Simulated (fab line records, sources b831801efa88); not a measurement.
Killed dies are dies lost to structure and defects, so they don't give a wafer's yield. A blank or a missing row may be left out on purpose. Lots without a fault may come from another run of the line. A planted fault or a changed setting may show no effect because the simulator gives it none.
fab line records | flow sky130
record lots=6 wafers=17 last_day=49
route steps=708 shown FIELD_ISO@13
lots that met no fault: from a run of the same line without faults
start_h: hours from the record's first day to the start of the lot's first wafer shown | wait_h: hours since the lot's step before | " the same as in the row above | L1.1+2: a row that stands for several wafers | - no value, or no start given | * or withheld: withheld | < > ~ a bound
route shown NAME@n: a module of which the file shows steps, and the number in the route of the first | usual: mean/standard deviation of fault-free wafers | same: alike in all rows | chamber/n: place in a boat | sites: the reading at each site | _std_site: their standard deviation | _edge_site: outer sites' mean less inner sites' | radius_mm: how far each site lies from the wafer's centre | mask NAME#n: copy n | behind: the tool/chamber that last shaped the wafer | hold: why the lot was held/for how many hours/how that ended | device: the transistor (n, p or np) that didn't switch | end of line: the same wafers' tests at the end of the route | a step without rows: its recipe alone | killed: dies lost to structure and defects at the first sort, not the wafer's yield | map: a wafer's dies, x killed, . not, _ none there
set.NAME: the setting as run; set.NAME@STEP: as run at that earlier step | model.NAME: the simulator's own value behind a step, which no gauge read
lots at some steps of the route; a table a step, a row a wafer
services: from which hour (start_h, from the record's first day; less than 0 if before it) a tool's chamber was out of use, for how many hours, and why
## steps
# step SKY_FIELD_ISO_DEVELOP_12
# recipe develop_time_s=60 resist=KrF-thick dev_temp_c=21
# step SKY_FIELD_ISO_CD_MEAS_13
# recipe target_cd_nm=150
# usual cd_nm=150.1/1.6
# columns lot.wafer tool chamber start_h wait_h cd_nm
L981.1 cd_sem-02 - 33.46 - 149.7
L981.3 " - " " 149.6
L981.5 " - " " 150.0
L989.1 cd_sem-01 - 74.75 - 149.6
L989.3 " - " " 150.2
L989.4 " - " " 147.9
L991.1 cd_sem-01 - 86.24 - 150.5
L991.5 " - " " 148.8
L996.1 cd_sem-01 - 111.49 - 151.6
L996.2 " - " " 150.6
L996.5 " - " " 150.2
L998.1 cd_sem-01 - 125.14 - 151.8
L998.3 " - " " 152.0
L998.6 " - " " 152.9
L999.1 cd_sem-02 - 129.16 - 150.6
L999.4 " - " " 150.7
L999.5 " - " " 150.5
# step SKY_FIELD_ISO_ETCH_14
# recipe chemistry=N2/H2 target=BARC ion_energy_ev=200 source_w=500 bias_w=100 pressure_mtorr=30 n2_flow_sccm=100 h2_flow_sccm=200 stop_on=SiO2 time_s=45.9 target_depth_a=600
# usual drypump_motor_current_A=5.9/0.43 oes_product_au=0.855/0.0045 throttle_valve_pct=13.226/0.0088
# columns lot.wafer tool chamber start_h wait_h drypump_motor_current_A oes_product_au rf_hours_counter_h throttle_valve_pct
L981.1 rie_diel-02 2 33.58 0.1 5.9 0.858 86 13.227
L981.3 " 3 " " 5.3 0.855 25 13.227
L981.5 " 2 " " 6.0 0.853 - 13.219
L989.1 rie_diel-01 3 74.87 0.1 6.7 0.852 49 13.237
L989.3 " 0 " " 6.1 0.853 65 13.221
L989.4 " 2 " " 6.2 0.856 93 13.228
L991.1 rie_diel-01 3 86.36 0.1 6.6 0.859 49 13.235
L991.5 " 3 " " 6.6 0.859 - 13.212
L996.1 rie_diel-04 0 111.61 0.1 6.0 0.857 70 13.220
L996.2 " 2 " " 5.2 0.862 73 13.227
L996.5 " 0 " " 6.0 0.857 - 13.227
L998.1 rie_diel-02 1 125.26 0.1 6.2 0.859 15 13.222
L998.3 " 0 " " 5.7 0.863 18 13.238
L998.6 " 0 " " 5.7 0.854 - 13.214
L999.1 rie_diel-02 2 129.28 0.1 5.9 0.854 88 13.216
L999.4 " 1 " " 6.2 0.855 15 13.233
L999.5 " 3 " " 5.2 0.866 - 13.243
# step SKY_FIELD_ISO_ETCH_15
# recipe chemistry=CHF3/O2 target_depth_nm=180 stop_on=Si source_w=600 bias_w=200 pressure_mtorr=40 chf3_flow_sccm=50 O2_flow_sccm=5 time_s=72
# usual drypump_motor_current_A=5.9/0.44 oes_product_au=0.944/0.0075 throttle_valve_pct=8.844/0.0087
# columns lot.wafer tool chamber start_h wait_h drypump_motor_current_A oes_product_au rf_hours_counter_h throttle_valve_pct
L981.1 rie_diel-02 2 33.62 0.0 5.9 0.950 86 8.852
L981.3 " 3 " " 5.2 0.942 25 8.848
L981.5 " 2 " " 5.9 0.949 - 8.849
L989.1 rie_diel-01 3 74.91 0.0 6.6 0.950 49 8.834
L989.3 " 0 " " 6.1 0.942 65 8.850
L989.4 " 2 " " 6.2 0.945 93 8.835
L991.1 rie_diel-01 3 86.41 0.0 6.6 0.944 49 8.836
L991.5 " 3 " " 6.6 0.944 - 8.837
L996.1 rie_diel-04 0 111.65 0.0 5.9 0.940 70 8.847
L996.2 " 2 " " 5.2 0.946 73 8.858
L996.5 " 0 " " 6.0 0.936 - 8.829
L998.1 rie_diel-02 1 125.30 0.0 6.2 0.926 15 8.836
L998.3 " 0 " " 5.7 0.935 18 8.856
L998.6 " 0 " " 5.7 0.938 - 8.834
L999.1 rie_diel-02 2 129.32 0.0 5.9 0.947 88 8.844
L999.4 " 1 " " 6.2 0.936 15 8.834
L999.5 " 3 " " 5.2 0.930 - 8.848
# step SKY_FIELD_ISO_STRIP_16
# recipe chemistry=O2/N2 power_w=1400 pressure_mtorr=1500 platen_temp_c=withheld o2_flow_sccm=3000 n2_flow_sccm=300 overash_fraction=0.5
# usual drypump_motor_current_A=5.7/0.53 oes_product_au=0.378/0.0041 strip_time_to_endpoint_s=3.549/0.026
# columns lot.wafer tool chamber start_h wait_h drypump_motor_current_A oes_product_au rf_hours_counter_h strip_time_to_endpoint_s
L981.1 plasma_asher-01 1 33.68 0.0 5.0 0.375 37 3.543
L981.3 " 1 " " 5.0 0.368 - 3.549
L981.5 " 0 " " 6.5 0.371 - 3.543
L989.1 plasma_asher-04 0 74.97 0.0 5.3 0.374 36 3.536
L989.3 " 1 " " 5.5 0.379 - 3.551
L989.4 " 0 " " 5.3 0.377 - 3.540
L991.1 plasma_asher-04 0 86.46 0.0 5.3 0.383 38 3.546
L991.5 " 0 " " 5.3 0.383 - 3.551
L996.1 plasma_asher-02 0 111.71 0.0 5.9 0.374 30 3.550
L996.2 " 1 " " 6.2 0.376 30 3.491
L996.5 " 0 " " 5.9 0.377 - 3.497
L998.1 plasma_asher-02 0 125.36 0.0 5.9 0.381 32 3.551
L998.3 " 1 " " 6.2 0.382 - 3.552
L998.6 " 0 " " 5.9 0.375 - 3.573
L999.1 plasma_asher-04 1 129.38 0.0 5.5 0.376 43 3.594
L999.4 " 0 " " 5.3 0.383 - 3.558
L999.5 " 0 " " 5.3 0.380 - 3.574
# step SKY_FIELD_ISO_ETCH_17
# recipe target_depth_a=3420 mask_material=Si3N4 chemistry=HBr/Cl2/O2 target=Si taper_deg=5 icp_w=600 bias_w=150 pressure_mtorr=15 HBr_flow_sccm=150 Cl2_flow_sccm=40 O2_flow_sccm=6 time_s=97.7
# usual drypump_motor_current_A=5.7/0.31 oes_product_au=0.999/0.0074 throttle_valve_pct=25.657/0.0092
# columns lot.wafer tool chamber start_h wait_h drypump_motor_current_A oes_product_au rf_hours_counter_h throttle_valve_pct
L981.1 rie_si-02 0 33.78 0.1 5.9 0.991 60 25.657
L981.3 " 3 " " 5.2 1.003 3 25.649
L981.5 " 1 " " 5.8 1.004 - 25.673
L989.1 rie_si-01 3 75.07 0.1 5.7 0.998 118 25.644
L989.3 " 0 " " 5.5 0.999 0 25.670
L989.4 " 2 " " 5.7 1.005 116 25.671
L991.1 rie_si-02 2 86.56 0.1 6.3 1.014 106 25.654
L991.5 " 0 " " 5.9 0.994 - 25.649
L996.1 rie_si-01 2 111.81 0.1 5.7 0.996 116 25.657
L996.2 " 3 " " 5.8 1.004 119 25.640
L996.5 " 1 " " 5.6 1.000 - 25.665
L998.1 rie_si-01 2 125.46 0.1 5.7 1.000 116 25.653
L998.3 " 3 " " 5.7 0.990 119 25.654
L998.6 " 2 " " 5.7 0.999 - 25.654
L999.1 rie_si-02 2 129.48 0.1 6.3 1.008 106 25.652
L999.4 " 2 " " 6.3 1.000 - 25.657
L999.5 " 3 " " 5.2 0.990 - 25.663
# step SKY_FIELD_ISO_WET_ETCH_18
# recipe chemistry=H3PO4 target_depth_nm=25 temp_c=160 target=Si3N4 time_s=286
# step SKY_FIELD_ISO_CLEAN_19
# recipe chemistry=SC1/SC2 mix=1:4:20 temp_c=70 time_s=150
# step SKY_FIELD_ISO_CLEAN_20
# recipe chemistry=dHF time_s=20 dilution=100:1
# step SKY_FIELD_ISO_WET_ETCH_21
# recipe chemistry=dHF dilution=100:1 target_depth_nm=20 dry=ipa_marangoni target=SiO2 temp_c=25 time_s=400
# step SKY_FIELD_ISO_OXIDATION_22
# recipe temp_c=950 ambient=O2 stabilise_s=600 purge_s=300 target_thk_a=100 ox_time_s=623
# step SKY_FIELD_ISO_THK_MEAS_23
# recipe reads=SiO2_of_FIELD_ISO_OXIDATION_22
# usual FIELD_ISO_OXIDATION_01_THK=9.87/0.21
# columns lot.wafer tool chamber start_h wait_h FIELD_ISO_OXIDATION_01_THK[nm]
L981.1 film_metro-01 - 35.30 0.0 10.14
L981.3 " - " " 10.24
L981.5 " - " " 10.03
L989.1 film_metro-01 - 78.27 0.0 9.89
L989.3 " - " " 10.06
L989.4 " - " " 10.01
L991.1 film_metro-03 - 88.08 0.0 10.11
L991.5 " - " " 9.96
L996.1 film_metro-01 - 114.06 0.0 10.00
L996.2 " - " " 10.03
L996.5 " - " " 9.89
L998.1 film_metro-02 - 127.81 0.0 9.89
L998.3 " - " " 9.88
L998.6 " - " " 9.87
L999.1 film_metro-01 - 131.00 0.0 10.28
L999.4 " - " " 10.30
L999.5 " - " " 10.20
# step SKY_FIELD_ISO_CVD_24
# recipe material=SiO2 target_thk_nm=595 temp_c=650 sigma_open_frac=0.3 time_s=99.2 sih4_flow_sccm=60 pressure_mtorr=6
# columns lot.wafer tool chamber start_h wait_h model.SiO2_of_FIELD_ISO_CVD_24.thk_nm
L981.1 hdpcvd-02 0 35.36 0.1 598.9
L981.3 " 1 " " 592.2
L981.5 " 1 " " 596.5
L989.1 hdpcvd-02 1 78.33 0.1 630
L989.3 " 0 " " 598.1
L989.4 " 1 " " 596.6
L991.1 hdpcvd-02 2 88.14 0.1 617.6
L991.5 " 0 " " 585
L996.1 hdpcvd-01 0 114.12 0.1 593.2
L996.2 " 1 " " 598.2
L996.5 " 0 " " 602.3
L998.1 hdpcvd-01 1 127.86 0.1 602.4
L998.3 " 0 " " 607.6
L998.6 " 0 " " 603.3
L999.1 hdpcvd-01 0 131.06 0.1 599.6
L999.4 " 1 " " 600.1
L999.5 " 2 " " 597.4
# step SKY_FIELD_ISO_THK_MEAS_25
# recipe reads=SiO2_of_FIELD_ISO_CVD_24
# usual FIELD_ISO_CVD_24_THK=594/5.3
# columns lot.wafer tool chamber start_h wait_h FIELD_ISO_CVD_24_THK[nm]
L981.1 film_metro-02 - 35.43 0.0 599
L981.3 " - " " 593
L981.5 " - " " 596
L989.1 film_metro-03 - 78.40 0.0 630
L989.3 " - " " 598
L989.4 " - " " 597
L991.1 film_metro-01 - 88.21 0.0 617
L991.5 " - " " 585
L996.1 film_metro-02 - 114.19 0.0 593
L996.2 " - " " 598
L996.5 " - " " 602
L998.1 film_metro-03 - 127.94 0.0 603
L998.3 " - " " 608
L998.6 " - " " 603
L999.1 film_metro-03 - 131.13 0.0 599
L999.4 " - " " 600
L999.5 " - " " 598
# step SKY_FIELD_ISO_ANNEAL_26
# recipe temp_c=1000 time_s=1800 ambient=N2
## services
# columns tool chamber start_h hours kind
plasma_asher-02 - 9.77 2.8 pm
plasma_asher-01 - 11.32 0.5 repair
rie_diel-02 3 18.67 1.4 repair
plasma_asher-01 - 28.95 3.0 repair
rie_si-01 0 53.63 - clean
rie_si-01 0 53.63 20.0 scheduled_down
rie_si-01 0 53.63 20.0 vent_cycle
hdpcvd-01 - 58.47 1.5 repair
hdpcvd-01 - 66.75 15.0 pm
hdpcvd-01 0 66.75 15.0 vent_cycle
hdpcvd-01 1 66.75 15.0 vent_cycle
hdpcvd-01 2 66.75 15.0 vent_cycle
plasma_asher-01 - 74.12 28.1 pm
rie_diel-04 3 79.45 1.9 repair
hdpcvd-01 0 81.75 - clean
rie_diel-01 0 85.71 10.6 repair
rie_diel-01 - 86.89 2.8 pm
hdpcvd-02 - 89.85 5.5 pm
hdpcvd-02 1 97.03 17.2 repair
plasma_asher-01 - 108.75 9.0 pm
rie_diel-02 3 111.56 14.3 repair
rie_diel-01 0 111.94 5.3 repair
hdpcvd-02 - 119.64 0.6 repair
rie_si-02 - 120.72 1.0 repair
## key
first_sign step=SKY_FIELD_ISO_THK_MEAS_25 reading=FIELD_ISO_CVD_24_THK direction=up sigmas=5.5 usual=594 struck=624
effect none on later readings
model_effect step=SKY_FIELD_ISO_CVD_24 value=SiO2_of_FIELD_ISO_CVD_24.thk_nm without=591.9 struck=623.8
met_at SKY_FIELD_ISO_CVD_24
struck_wafers L989.1,L991.1
tester_left_out L989,L991
onset_between 35.36 78.33
fault kind=process_parameter_drift tool=hdpcvd-02 chamber=- onset_h=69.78 steps=SKY_FIELD_ISO_CVD_24 channel=target_thk_nm offset=31.867 shape=step end_h=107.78 scope=struck_wafers_only acts_in=these_recipes_only stated=595
# tester_left_out: of these lots the tester's yield and bins aren't shown, on N5 and GAA mostly nor the transistor test; their killed dies are dies lost to structure and defects alone, not to doping, threshold or leakage, so they don't give the yield
